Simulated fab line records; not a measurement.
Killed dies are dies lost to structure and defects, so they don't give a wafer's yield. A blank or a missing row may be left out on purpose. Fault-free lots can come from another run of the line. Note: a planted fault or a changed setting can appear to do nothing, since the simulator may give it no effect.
One fault seen from 2 desks ; flow gf180mcu ; what lay behind the numbers comes last; until then each desk has only its own

## METROLOGY DESK
What the gauges read for every lot (on any tool): the sampled wafers with a number, averaged. The brackets show how far a lot's mean lies from the usual mean; more than 4 standard deviations puts the lot out of limits, marked OUT.
Columns: A = V5_CVD_02_THK at GF_V5_THK_MEAS_03, usual 1446 nm
lot;first seen here;A
L865;day 26 07:52;1413
L866;day 26 22:34;1464
L868;day 27 13:30;1439
L869;day 28 03:15;1431
L870;day 28 05:54;1440
L872;day 28 16:34;1416
L874;day 29 04:30;1458
L875;day 29 16:04;1435
L876;day 29 17:07;1449
L879;day 30 23:23;1386
L881;day 31 07:08;1443
L883;day 31 19:56;1378
L885;day 32 06:29;1429
L886;day 32 09:44;1455
Result from this desk: across the 14 lots, nothing is out of limits.

## DESK OF THE TOOL OWNER: pecvd-01
The tool's own readings at GF_V5_CVD_02 (deposits SiO2 from TEOS, target thk 1450 nm, time 163.28 s): means of the sampled wafers that have a number, for each lot that ran on this tool. The brackets show how far a lot's mean lies from the usual mean; more than 4 standard deviations puts the lot out of limits, marked OUT.
Columns: A = heater_power_w at GF_V5_CVD_02, usual 653 W; B = rf_fwd_power_W at GF_V5_CVD_02, usual 597.4 W
lot;first seen here;A;B
L866;day 26 22:26;536;597.8
L868;day 27 13:23;570;598.5
L874;day 29 04:23;562;595.8
L879;day 30 23:16;649;499.8 (-44) OUT
L883;day 31 19:49;606;500.5 (-44) OUT
This desk's verdict: out of limits on L879, L883, starting with L879 at day 30 23:16 (rf_fwd_power_W at GF_V5_CVD_02). L866, L868, L874: within limits.

## PUT TOGETHER
At day 30 23:16, on L879, L883, the tool owner's desk was in a position to raise an alarm.
The metrology desk saw nothing out of limits.
The metrology desk holds a record of L879, L883, inside its limits.
All the named lots went through GF_V5_CVD_02 on pecvd-01.

## WHAT HAD BEEN PUT IN BY THE SIMULATOR
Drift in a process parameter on pecvd-01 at GF_V5_CVD_02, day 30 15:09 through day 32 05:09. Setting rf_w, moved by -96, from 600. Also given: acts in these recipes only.
Shown lots that were struck: L879, L883.
Delay in hours, fault start to first out-of-limits reading, by desk: the tool owner's desk at 8.
